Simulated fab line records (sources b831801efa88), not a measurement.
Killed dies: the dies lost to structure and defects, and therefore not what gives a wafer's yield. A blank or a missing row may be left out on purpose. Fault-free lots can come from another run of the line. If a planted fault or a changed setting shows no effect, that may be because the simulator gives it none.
A lot that was struck, set against a sound lot || flow sfq line || 14 steps out of a route of 325
Sound: wafers L699.2, L699.3, L699.6. Struck: wafer L709.5 (L709.1, L709.6, from the same lot, were not struck and are left out); the cause is given at the end.
For every step that has rows: the tool of each side, followed by ch and its chambers, followed by its first start. Under that, the readings that differ: sound wafers || struck wafers || difference of the means || sigmas: that difference in standard deviations of wafers without a fault.
alike: a reading whose means differ by less than 2 such deviations, as well as words and numbers matching on both sides. not compared: withheld readings; readings where some wafer has no value; bounds like >300 that might hide an equal value; numbers whose values overlap and for which the record gives no deviation.
Wherever a step has rows on one side only, a row that says differs or no value, or a row with sigmas, the two part there. Numbers that don't overlap but have no deviation are shown without sigmas and don't part them. A reading that every wafer of one side lacks parts them only if that side has two wafers or more.

first, 7 steps without rows for these wafers: SFQ_TRILAYER_JJ_CE_STRIP_SOLV_CLEAN_121 (cleans in NMP, time 600 s); SFQ_TRILAYER_M5_LITHO_COAT_128 (resist thk 62 nm); SFQ_TRILAYER_M5_LITHO_COAT_123 (resist thk 600 nm); SFQ_TRILAYER_M5_LITHO_SOFTBAKE_127; SFQ_TRILAYER_M5_LITHO_EXPOSE_124 (exposes mask M5, target cd 700 nm); SFQ_TRILAYER_M5_LITHO_PEB_126 (peb time 60 s); SFQ_TRILAYER_M5_LITHO_DEVELOP_125 (time 60 s).
SFQ_M5_OVL_MEAS_932:
  struck on overlay-01, day 76 16:46; sound on overlay-02, day 71 13:19
  alike: M5_OVL
SFQ_TRILAYER_M5_BARC_OPEN_METAL_ETCH_161: etches BARC in O2, target depth 125 nm, time 41.7 s.
  sound on rie metal-01 ch 0,1, day 71 13:21; struck on rie metal-02 ch 1, day 76 16:48
  alike: drypump motor current A, oes product au
  not compared: rf hours counter h
SFQ_TRILAYER_M5_ETCH_METAL_ETCH_126: etches Nb in Cl2/BCl3, stops on SiO2, time 203.2 s, target depth 265 nm.
  sound on rie metal-01 ch 0,1, day 71 13:25; struck on rie metal-02 ch 1, day 76 16:52
  alike: drypump motor current A, oes product au
  not compared: rf hours counter h
SFQ_TRILAYER_M5_STRIP_STRIP_127: strips in O2.
  sound on rie metal-01 ch 0,1, day 71 13:36; struck on rie metal-02 ch 1, day 76 17:04
  alike: drypump motor current A, oes product au, platen temp c
  not compared: rf hours counter h
then, 1 step without rows for these wafers: SFQ_TRILAYER_M5_STRIP_SOLV_CLEAN_128 (cleans in NMP, time 600 s).
SFQ_TRILAYER_A5B_DEP_PECVD_129: deposits SiO2 from SiH4/N2O, time 133.33 s, target thk 600 nm.
  sound on pecvd-02 ch 0,1,2, day 71 14:23; struck on pecvd-02 ch 2, day 76 17:50
{"reading": "run length s (s)", "sound": "161.1 160.8 161.5", "struck": 187.8, "difference": "+26.7", "sigmas": "+53"}
{"reading": "model.SiO2_of_TRILAYER_A5B_DEP_PECVD_129.thk nm (nm)", "sound": "586.7 586.7 608.5", "struck": 719.9, "difference": "+125.9", "sigmas": ""}
  alike: heater power w, throttle valve pct
SFQ_TRILAYER_A5B_CMP_CMP_130: polishes, stops on Nb, target thk 340.7 nm.
  sound on cmp-02 ch 2,3, day 71 22:11; struck on cmp-01 ch 1, day 76 20:01
  alike: motor current A, platen rpm

== WHERE THEY PART ==
Only at SFQ_TRILAYER_A5B_DEP_PECVD_129, within this record. Later steps at which nothing parts them and some readings are alike: SFQ_TRILAYER_A5B_CMP_CMP_130.

WHY: what had been put in by the simulator
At SFQ_TRILAYER_A5B_DEP_PECVD_129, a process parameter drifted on pecvd-02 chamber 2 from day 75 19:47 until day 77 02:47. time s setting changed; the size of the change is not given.
